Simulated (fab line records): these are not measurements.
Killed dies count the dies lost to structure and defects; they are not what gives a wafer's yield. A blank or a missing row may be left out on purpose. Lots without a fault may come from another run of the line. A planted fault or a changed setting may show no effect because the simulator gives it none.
fab line records | flow sky130
[record] lots = 14 wafers = 42 last-day = 50
route steps=708 shown VT_ADJUST_HVTP@94 PAD_OPEN@708
lots with no fault: from the same line, run without faults
start-h: start of the lot's first displayed wafer, in hours after the record's first day | wait-h: hours elapsed since this lot's preceding step | " same as the row above | L1.1+2: several wafers, shown together as one row | - no value, or no start was given | * or withheld: withheld | < > ~ a bound
route shown NAME@n: names a module that has steps shown in the file, with the first one's number in the route | usual: mean and standard deviation over wafers with no fault | same: alike in all rows | chamber/n: place in a boat | sites: the reading at each site | _std_site: standard deviation of those values | _edge_site: mean of outer sites minus mean of inner sites | radius-mm: for every site, how far away it sits from the centre of the wafer | mask NAME#n: copy n | behind: tool/chamber where the wafer was last shaped | hold: reason for holding the lot/hours on hold/outcome of the hold | device: which transistor (n, p or np) failed to switch | end of line: the same wafers' tests at the end of the route | a step given without rows: its recipe and nothing more | killed: the dies lost at the first sort to structure and to defects; this is not the yield of the wafer | map: a wafer's dies, x killed, . not, _ none there
set.NAME: the setting the step ran with; set.NAME@STEP: the setting that earlier step ran with | model.NAME: the simulator's own value behind a step, which no gauge read
the route's steps for a sample of lots (tables are steps, rows are wafers)
services: from which hour (start-h, from the record's first day; less than 0 if before it) a tool's chamber was out of use, for how many hours, and why
[[steps]]
[step SKY_VT_ADJUST_HVTP_IMPLANT_09]
[recipe] species = As energy-kev = 150 dose-cm2 = 4.3e+12 tilt-deg = withheld
// columns lot.wafer tool chamber start-h wait-h
L954.3+4+5 implanter-02 0 120.20 0.1
L955.1+4+6 implanter-01 0 126.25 0.0
L956.1+2+6 implanter-03 0 130.40 0.0
L957.1+5+6 implanter-02 0 139.47 0.0
L958.1+3+6 implanter-03 0 145.82 0.0
L961.2+3+6 implanter-03 0 162.50 0.0
L962.2+4+6 implanter-03 0 167.51 0.0
L967.3+4+5 implanter-02 0 197.04 0.1
L970.1+3+4 implanter-01 0 217.39 0.0
L971.1+5+6 implanter-01 0 222.20 0.0
L972.1+4+5 implanter-02 0 226.99 0.0
L974.2+4+6 implanter-02 0 243.98 0.0
L975.1+3+5 implanter-03 0 248.17 0.0
L976.1+3+6 implanter-02 0 253.90 0.0
[step SKY_VT_ADJUST_HVTP_TW_MEAS_11]
[usual] VT_ADJUST_HVTP_TW = 1368/11
// columns lot.wafer tool chamber start-h wait-h hold VT_ADJUST_HVTP_TW
L954.3 film-metro-02 - 120.42 0.1 - 1364
L954.4 " - " " - 1367
L954.5 " - " " - 1364
L955.1 film-metro-04 - 126.50 0.1 - 1389
L955.4 " - " " - 1386
L955.6 " - " " - 1389
L956.1 film-metro-02 - 130.65 0.1 - 1353
L956.2 " - " " - 1357
L956.6 " - " " - 1353
L957.1 film-metro-02 - 139.72 0.1 - 1360
L957.5 " - " " - 1362
L957.6 " - " " - 1357
L958.1 film-metro-03 - 146.07 0.1 - 1364
L958.3 " - " " - 1359
L958.6 " - " " - 1365
L961.2 film-metro-04 - 162.73 0.1 await-dispo/0.2h/release 1212
L961.3 " - " " await-dispo/0.2h/release 1376
L961.6 " - " " await-dispo/0.2h/release 1378
L961.2 film-metro-04 - 162.96 0.2 - 1217
L961.3 " - " " - 1377
L961.6 " - " " - 1376
L962.2 film-metro-04 - 167.75 0.1 await-dispo/0.2h/release 1219
L962.4 " - " " await-dispo/0.2h/release 1222
L962.6 " - " " await-dispo/0.2h/release 1383
L962.2 film-metro-04 - 167.97 0.2 - 1216
L962.4 " - " " - 1219
L962.6 " - " " - 1380
L967.3 film-metro-03 - 197.26 0.1 - 1367
L967.4 " - " " - 1365
L967.5 " - " " - 1361
L970.1 film-metro-03 - 217.64 0.1 - 1359
L970.3 " - " " - 1362
L970.4 " - " " - 1357
L971.1 film-metro-03 - 222.45 0.1 - 1368
L971.5 " - " " - 1360
L971.6 " - " " - 1362
L972.1 film-metro-03 - 227.24 0.1 - 1349
L972.4 " - " " - 1365
L972.5 " - " " - 1359
L974.2 film-metro-03 - 244.21 0.1 - 1362
L974.4 " - " " - 1361
L974.6 " - " " - 1359
L975.1 film-metro-04 - 248.42 0.1 - 1381
L975.3 " - " " - 1377
L975.5 " - " " - 1383
L976.1 film-metro-04 - 254.15 0.1 - 1378
L976.3 " - " " - 1369
L976.6 " - " " - 1370
[step SKY_PAD_OPEN_PROBE_99]
[usual] killed_at_M0_to_M3 = 42/7.4 killed_at_M4_up = 3.4/1.8 killed-at-contacts = 25/5.4 killed-at-front-end = 15/4.4 killed-at-other = 0.2/0.52 killed-dies = 86/9.3 killed-open = 47/7.6 killed-short = 39/6.5
[same] gross-dies = 492 killed-at-back-side = 0
// columns lot.wafer tool chamber start-h wait-h hold killed_at_M0_to_M3 killed_at_M4_up killed-at-contacts killed-at-front-end killed-at-other killed-dies killed-open killed-short
L954.3 prober-02 - 1072.08 0.2 - 58 1 24 14 0 97 52 45
L954.4 prober-02 - 1072.13 0.2 - 47 1 22 18 0 88 45 43
L954.5 prober-02 - 1072.18 0.2 - 57 4 24 10 0 95 50 45
L955.1 prober-01 - 1072.98 0.1 - 41 4 21 17 0 83 50 33
L955.4 prober-01 - 1073.13 0.2 - 53 2 23 19 0 97 57 40
L955.6 prober-01 - 1073.23 0.2 - 41 3 19 19 1 83 44 39
L956.1 prober-02 - 1076.16 0.1 - 43 2 20 14 0 79 49 30
L956.2 prober-02 - 1076.21 0.1 - 48 3 25 7 0 83 47 36
L956.6 prober-02 - 1076.41 0.2 - 38 6 28 12 1 85 44 41
L957.1 prober-01 - 1087.99 0.1 - 41 6 25 14 1 87 43 44
L957.5 prober-01 - 1088.19 0.2 - 48 4 15 8 0 75 37 38
L957.6 prober-01 - 1088.24 0.2 - 33 6 23 13 0 75 44 31
L958.1 prober-02 - 1090.45 0.1 - 37 3 17 18 0 75 33 42
L958.3 prober-02 - 1090.55 0.2 - 36 2 25 21 0 84 51 33
L958.6 prober-02 - 1090.70 0.2 - 40 7 30 13 1 91 54 37
L961.2 prober-01 - 1112.17 0.1 await-dispo/3.0h/release 44 1 18 17 0 80 40 40
L961.3 prober-01 - 1112.22 0.2 await-dispo/3.0h/release 47 3 27 24 0 101 50 51
L961.6 prober-01 - 1112.37 0.2 await-dispo/3.0h/release 43 3 38 17 0 101 61 40
L962.2 prober-02 - 1113.67 0.1 await-dispo/3.0h/release 43 4 30 3 0 80 51 29
L962.4 prober-02 - 1113.77 0.2 await-dispo/3.0h/release 42 3 27 17 0 89 44 45
L962.6 prober-02 - 1113.87 0.2 await-dispo/3.0h/release 45 5 26 15 0 91 47 44
L967.3 prober-01 - 1140.50 0.2 - 53 2 26 14 0 95 51 44
L967.4 prober-01 - 1140.55 0.2 - 49 5 15 21 0 90 43 47
L967.5 prober-01 - 1140.60 0.2 - 50 5 30 21 1 107 64 43
L970.1 prober-01 - 1160.47 0.1 - 45 3 26 16 0 90 53 37
L970.3 prober-01 - 1160.57 0.2 - 46 5 18 14 0 83 41 42
L970.4 prober-01 - 1160.62 0.2 - 33 2 22 22 1 80 41 39
L971.1 prober-02 - 1160.84 0.1 - 41 3 26 13 0 83 53 30
L971.5 prober-02 - 1161.04 0.2 - 55 3 25 18 0 101 59 42
L971.6 prober-02 - 1161.09 0.2 - 37 7 22 8 1 75 37 38
L972.1 prober-01 - 1166.49 0.1 - 51 2 34 10 0 97 69 28
L972.4 prober-01 - 1166.64 0.2 - 41 3 20 12 0 76 43 33
L972.5 prober-01 - 1166.69 0.2 - 38 1 34 19 0 92 56 36
L974.2 prober-02 - 1180.29 0.1 - 36 2 28 18 1 85 42 43
L974.4 prober-02 - 1180.39 0.2 - 37 4 24 7 0 72 42 30
L974.6 prober-02 - 1180.49 0.2 - 34 2 30 10 0 76 41 35
L975.1 prober-02 - 1186.65 0.1 - 29 0 21 13 1 64 40 24
L975.3 prober-02 - 1186.75 0.2 - 49 4 21 12 0 86 45 41
L975.5 prober-02 - 1186.85 0.2 - 35 3 23 17 2 80 41 39
L976.1 prober-01 - 1188.15 0.1 - 33 4 25 19 0 81 36 45
L976.3 prober-01 - 1188.25 0.2 - 46 0 27 16 0 89 47 42
L976.6 prober-01 - 1188.40 0.2 - 45 0 34 16 0 95 46 49
// killed by level:class
L954.3 VIA2:geometric-particle:open=11 CONTACT:geometric-particle:open=9 METAL1:geometric-particle:short=9 VIA1:geometric-particle:open=7 VIA3:geometric-particle:short=6 FIELD_ISO:geometric-particle:open=5 VIA2:geometric-particle:short=5 VIA3:geometric-particle:open=5
L954.4 METAL1:geometric-particle:short=12 FIELD_ISO:geometric-particle:open=11 VIA1:geometric-particle:open=8 METAL2:geometric-particle:short=7 VIA3:geometric-particle:open=7 CONTACT:geometric-particle:short=6 LI_CONTACT:geometric-particle:open=5 CONTACT:geometric-particle:open=5
L954.5 METAL2:geometric-particle:short=11 VIA3:geometric-particle:open=11 CONTACT:geometric-particle:open=9 VIA1:geometric-particle:short=7 VIA1:geometric-particle:open=7 LI_CONTACT:geometric-particle:open=6 METAL1:geometric-particle:short=6 VIA2:geometric-particle:open=5
L955.1 VIA1:geometric-particle:open=14 VIA3:geometric-particle:open=11 CONTACT:geometric-particle:open=9 POLY_GATE:geometric-particle:short=6 FIELD_ISO:geometric-particle:open=4 LI_CONTACT:geometric-particle:short=4 METAL2:geometric-particle:short=4 FIELD_ISO:geometric-particle:short=3
L955.4 VIA1:geometric-particle:open=18 CONTACT:geometric-particle:open=10 FIELD_ISO:geometric-particle:open=9 LOCAL_INTERCONNECT:geometric-particle:short=6 VIA3:geometric-particle:open=6 METAL1:geometric-particle:short=5 VIA2:geometric-particle:open=5 FIELD_ISO:geometric-particle:short=4
L955.6 VIA1:geometric-particle:open=10 FIELD_ISO:geometric-particle:open=7 VIA1:geometric-particle:short=7 LI_CONTACT:geometric-particle:open=6 VIA2:geometric-particle:open=6 FIELD_ISO:geometric-particle:short=5 CONTACT:geometric-particle:open=5 VIA3:geometric-particle:open=4
L956.1 VIA1:geometric-particle:open=13 VIA2:geometric-particle:open=7 CONTACT:geometric-particle:open=7 FIELD_ISO:geometric-particle:open=6 METAL2:geometric-particle:short=6 LI_CONTACT:geometric-particle:open=5 CONTACT:geometric-particle:short=4 VIA1:geometric-particle:short=4
L956.2 CONTACT:geometric-particle:open=11 VIA1:geometric-particle:open=9 LI_CONTACT:geometric-particle:open=8 METAL1:geometric-particle:short=8 VIA3:geometric-particle:open=7 METAL2:geometric-particle:short=6 VIA2:geometric-particle:open=6 FIELD_ISO:geometric-particle:open=5
L956.6 CONTACT:geometric-particle:open=14 METAL2:geometric-particle:short=10 VIA1:geometric-particle:open=7 CONTACT:geometric-particle:short=6 VIA3:geometric-particle:open=6 POLY_GATE:geometric-particle:open=5 POLY_GATE:geometric-particle:short=4 VIA1:geometric-particle:short=4
L957.1 CONTACT:geometric-particle:open=10 VIA1:geometric-particle:open=8 VIA2:geometric-particle:open=8 METAL2:geometric-particle:short=6 LI_CONTACT:geometric-particle:open=6 METAL1:geometric-particle:short=6 POLY_GATE:geometric-particle:short=5 VIA1:geometric-particle:short=5
L957.5 VIA1:geometric-particle:open=12 METAL1:geometric-particle:short=10 VIA1:geometric-particle:short=5 VIA2:geometric-particle:open=5 LI_CONTACT:geometric-particle:open=4 CONTACT:geometric-particle:short=4 CONTACT:geometric-particle:open=4 POLY_GATE:geometric-particle:open=3
L957.6 VIA1:geometric-particle:open=9 VIA3:geometric-particle:open=6 LI_CONTACT:geometric-particle:open=6 CONTACT:geometric-particle:open=6 CONTACT:geometric-particle:short=5 VIA2:geometric-particle:open=5 METAL1:geometric-particle:short=4 METAL4:geometric-particle:short=4
L958.1 METAL2:geometric-particle:short=8 VIA1:geometric-particle:open=7 POLY_GATE:geometric-particle:open=6 CONTACT:geometric-particle:short=6 VIA2:geometric-particle:open=5 LOCAL_INTERCONNECT:geometric-particle:short=4 VIA2:geometric-particle:short=4 SPACER:geometric-particle:open=3
L958.3 CONTACT:geometric-particle:open=10 VIA2:geometric-particle:open=8 FIELD_ISO:geometric-particle:open=6 POLY_GATE:geometric-particle:short=6 LOCAL_INTERCONNECT:geometric-particle:short=6 VIA1:geometric-particle:open=6 VIA3:geometric-particle:open=6 LOCAL_INTERCONNECT:geometric-particle:open=5
L958.6 CONTACT:geometric-particle:open=16 VIA1:geometric-particle:open=12 VIA3:geometric-particle:open=8 METAL1:geometric-particle:short=6 METAL4:geometric-particle:short=6 LI_CONTACT:geometric-particle:short=4 FIELD_ISO:geometric-particle:short=4 FIELD_ISO:geometric-particle:open=4
L961.2 METAL1:geometric-particle:short=9 VIA1:geometric-particle:open=9 FIELD_ISO:geometric-particle:open=8 VIA3:geometric-particle:short=6 VIA1:geometric-particle:short=5 CONTACT:geometric-particle:open=5 LI_CONTACT:geometric-particle:open=4 LOCAL_INTERCONNECT:geometric-particle:short=4
L961.3 LI_CONTACT:geometric-particle:open=11 CONTACT:geometric-particle:open=11 FIELD_ISO:geometric-particle:short=9 METAL2:geometric-particle:short=9 VIA1:geometric-particle:short=7 VIA1:geometric-particle:open=7 VIA3:geometric-particle:open=7 METAL1:geometric-particle:short=5
L961.6 LI_CONTACT:geometric-particle:open=14 VIA1:geometric-particle:open=12 VIA3:geometric-particle:open=10 CONTACT:geometric-particle:short=8 CONTACT:geometric-particle:open=7 LOCAL_INTERCONNECT:geometric-particle:short=5 VIA2:geometric-particle:open=5 METAL1:geometric-particle:short=4
L962.2 LI_CONTACT:geometric-particle:open=11 VIA1:geometric-particle:open=11 CONTACT:geometric-particle:open=9 CONTACT:geometric-particle:short=7 VIA3:geometric-particle:open=7 METAL2:geometric-particle:short=6 VIA2:geometric-particle:open=6 VIA1:geometric-particle:short=4
L962.4 CONTACT:geometric-particle:short=9 VIA1:geometric-particle:open=9 VIA3:geometric-particle:open=8 CONTACT:geometric-particle:open=7 VIA1:geometric-particle:short=7 POLY_GATE:geometric-particle:open=5 LI_CONTACT:geometric-particle:open=5 METAL2:geometric-particle:short=5
L962.6 VIA2:geometric-particle:open=10 VIA1:geometric-particle:open=8 CONTACT:geometric-particle:open=7 LI_CONTACT:geometric-particle:open=6 METAL2:geometric-particle:short=6 LOCAL_INTERCONNECT:geometric-particle:short=5 CONTACT:geometric-particle:short=5 POLY_GATE:geometric-particle:short=4
L967.3 VIA1:geometric-particle:open=13 VIA2:geometric-particle:open=11 CONTACT:geometric-particle:open=7 VIA3:geometric-particle:open=6 FIELD_ISO:geometric-particle:short=6 METAL1:geometric-particle:short=6 METAL2:geometric-particle:short=6 LOCAL_INTERCONNECT:geometric-particle:short=5
L967.4 METAL1:geometric-particle:short=9 VIA1:geometric-particle:open=9 FIELD_ISO:geometric-particle:short=8 VIA2:geometric-particle:open=8 METAL2:geometric-particle:short=6 VIA3:geometric-particle:open=6 FIELD_ISO:geometric-particle:open=5 LI_CONTACT:geometric-particle:open=5
L967.5 VIA1:geometric-particle:open=17 LI_CONTACT:geometric-particle:open=10 FIELD_ISO:geometric-particle:short=8 VIA2:geometric-particle:open=8 FIELD_ISO:geometric-particle:open=6 CONTACT:geometric-particle:open=6 CONTACT:geometric-particle:short=6 VIA3:geometric-particle:open=6
L970.1 VIA1:geometric-particle:open=10 LI_CONTACT:geometric-particle:open=9 CONTACT:geometric-particle:open=9 METAL2:geometric-particle:short=8 VIA3:geometric-particle:open=8 VIA1:geometric-particle:short=5 CONTACT:geometric-particle:short=3 METAL1:geometric-particle:short=3
L970.3 METAL2:geometric-particle:short=8 CONTACT:geometric-particle:open=7 VIA3:geometric-particle:open=7 METAL3:geometric-particle:short=7 VIA1:geometric-particle:open=6 VIA2:geometric-particle:open=6 METAL4:geometric-particle:short=5 FIELD_ISO:geometric-particle:short=4
L970.4 CONTACT:geometric-particle:open=7 FIELD_ISO:geometric-particle:open=6 VIA1:geometric-particle:open=6 LOCAL_INTERCONNECT:geometric-particle:short=5 VIA3:geometric-particle:open=5 FIELD_ISO:geometric-particle:short=4 POLY_GATE:geometric-particle:short=4 POLY_GATE:geometric-particle:open=4
L971.1 VIA2:geometric-particle:open=10 LI_CONTACT:geometric-particle:open=8 CONTACT:geometric-particle:open=7 VIA1:geometric-particle:open=7 POLY_GATE:geometric-particle:open=6 VIA3:geometric-particle:open=6 POLY_GATE:geometric-particle:short=4 METAL1:geometric-particle:short=4
L971.5 VIA1:geometric-particle:open=13 VIA2:geometric-particle:open=13 CONTACT:geometric-particle:open=8 FIELD_ISO:geometric-particle:open=7 CONTACT:geometric-particle:short=6 METAL1:geometric-particle:short=6 POLY_GATE:geometric-particle:open=5 LI_CONTACT:geometric-particle:short=5
L971.6 VIA1:geometric-particle:open=12 LOCAL_INTERCONNECT:geometric-particle:short=6 FIELD_ISO:geometric-particle:short=5 VIA3:geometric-particle:open=5 CONTACT:geometric-particle:open=5 METAL4:geometric-particle:short=5 METAL1:geometric-particle:short=5 LI_CONTACT:geometric-particle:open=4
L972.1 VIA1:geometric-particle:open=18 CONTACT:geometric-particle:open=15 LI_CONTACT:geometric-particle:open=12 VIA1:geometric-particle:short=7 VIA2:geometric-particle:open=7 VIA3:geometric-particle:open=7 POLY_GATE:geometric-particle:short=3 CONTACT:geometric-particle:short=3
L972.4 VIA1:geometric-particle:open=10 LI_CONTACT:geometric-particle:open=7 CONTACT:geometric-particle:open=7 VIA2:geometric-particle:open=7 FIELD_ISO:geometric-particle:short=5 METAL2:geometric-particle:short=5 VIA1:geometric-particle:short=4 METAL3:geometric-particle:short=4
L972.5 CONTACT:geometric-particle:open=12 LI_CONTACT:geometric-particle:open=11 VIA2:geometric-particle:open=10 VIA1:geometric-particle:open=7 METAL1:geometric-particle:short=6 VIA3:geometric-particle:open=6 FIELD_ISO:geometric-particle:short=5 FIELD_ISO:geometric-particle:open=5
L974.2 CONTACT:geometric-particle:open=11 VIA1:geometric-particle:open=9 METAL1:geometric-particle:short=7 FIELD_ISO:geometric-particle:short=6 LI_CONTACT:geometric-particle:open=6 CONTACT:geometric-particle:short=6 VIA3:geometric-particle:open=5 VIA1:geometric-particle:short=4
L974.4 VIA1:geometric-particle:open=13 LOCAL_INTERCONNECT:geometric-particle:short=7 CONTACT:geometric-particle:open=6 VIA3:geometric-particle:open=5 METAL2:geometric-particle:short=5 FIELD_ISO:geometric-particle:open=4 LI_CONTACT:geometric-particle:open=4 CONTACT:geometric-particle:short=3
L974.6 CONTACT:geometric-particle:open=10 VIA3:geometric-particle:open=8 LI_CONTACT:geometric-particle:open=6 CONTACT:geometric-particle:short=6 VIA1:geometric-particle:open=6 LOCAL_INTERCONNECT:geometric-particle:short=5 METAL2:geometric-particle:short=5 FIELD_ISO:geometric-particle:open=3
L975.1 VIA2:geometric-particle:open=8 LI_CONTACT:geometric-particle:open=7 CONTACT:geometric-particle:open=7 VIA3:geometric-particle:open=5 FIELD_ISO:geometric-particle:short=4 CONTACT:geometric-particle:short=4 VIA1:geometric-particle:open=3 VIA1:geometric-particle:short=3
L975.3 VIA1:geometric-particle:open=9 VIA2:geometric-particle:open=9 CONTACT:geometric-particle:short=7 VIA3:geometric-particle:open=7 METAL1:geometric-particle:short=5 CONTACT:geometric-particle:open=5 FIELD_ISO:geometric-particle:open=4 VIA2:geometric-particle:short=4
L975.5 CONTACT:geometric-particle:open=12 VIA2:geometric-particle:open=9 METAL2:geometric-particle:short=8 FIELD_ISO:geometric-particle:short=4 POLY_GATE:geometric-particle:short=4 LI_CONTACT:geometric-particle:open=4 CONTACT:geometric-particle:short=4 METAL1:geometric-particle:short=4
L976.1 CONTACT:geometric-particle:short=7 FIELD_ISO:geometric-particle:short=6 LI_CONTACT:geometric-particle:open=6 CONTACT:geometric-particle:open=6 VIA3:geometric-particle:open=6 METAL1:geometric-particle:short=6 METAL2:geometric-particle:short=5 VIA2:geometric-particle:short=4
L976.3 CONTACT:geometric-particle:open=12 VIA1:geometric-particle:open=8 VIA2:geometric-particle:open=7 METAL3:geometric-particle:short=6 POLY_GATE:geometric-particle:short=5 METAL1:geometric-particle:short=5 VIA1:geometric-particle:short=5 VIA3:geometric-particle:open=5
L976.6 CONTACT:geometric-particle:open=12 LI_CONTACT:geometric-particle:open=10 VIA1:geometric-particle:open=9 VIA1:geometric-particle:short=9 LOCAL_INTERCONNECT:geometric-particle:short=6 METAL1:geometric-particle:short=6 METAL2:geometric-particle:short=6 FIELD_ISO:geometric-particle:open=5
[[services]]
// columns tool chamber start-h hours kind
implanter-02 - 116.26 1.5 repair
implanter-03 - 119.39 5.8 repair
implanter-03 - 131.47 5.3 pm
implanter-01 - 151.28 6.5 pm
implanter-02 - 159.28 8.7 repair
implanter-03 - 182.36 6.3 repair
implanter-01 - 208.20 6.0 repair
implanter-02 - 216.19 2.7 pm
implanter-03 - 243.46 2.7 pm
[[key]]
[first-sign] step = SKY_VT_ADJUST_HVTP_TW_MEAS_11 reading = visit direction = added
[effect] step = SKY_VT_ADJUST_HVTP_TW_MEAS_11 reading = VT_ADJUST_HVTP_TW direction = down sigmas = 14 usual = 1368 struck = 1218
[effect] step = SKY_PAD_OPEN_PROBE_99 reading = hold direction = added
met-at SKY_VT_ADJUST_HVTP_IMPLANT_09
struck-lots L961,L962
struck-wafers L961.2,L962.2,L962.4
tester-left-out L961,L962
onset-between 145.82 162.50
[fault] kind = process-parameter-drift tool = implanter-03 chamber = - onset-h = 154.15 steps = SKY_VT_ADJUST_HVTP_IMPLANT_09 channel = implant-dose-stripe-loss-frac offset = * shape = step end-h = 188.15 scope = struck-wafers-only
// tester-left-out: of these lots the tester's yield and bins aren't shown, on N5 and GAA mostly nor the transistor test; their killed dies are dies lost to structure and defects alone, not to doping, threshold or leakage, so they don't give the yield
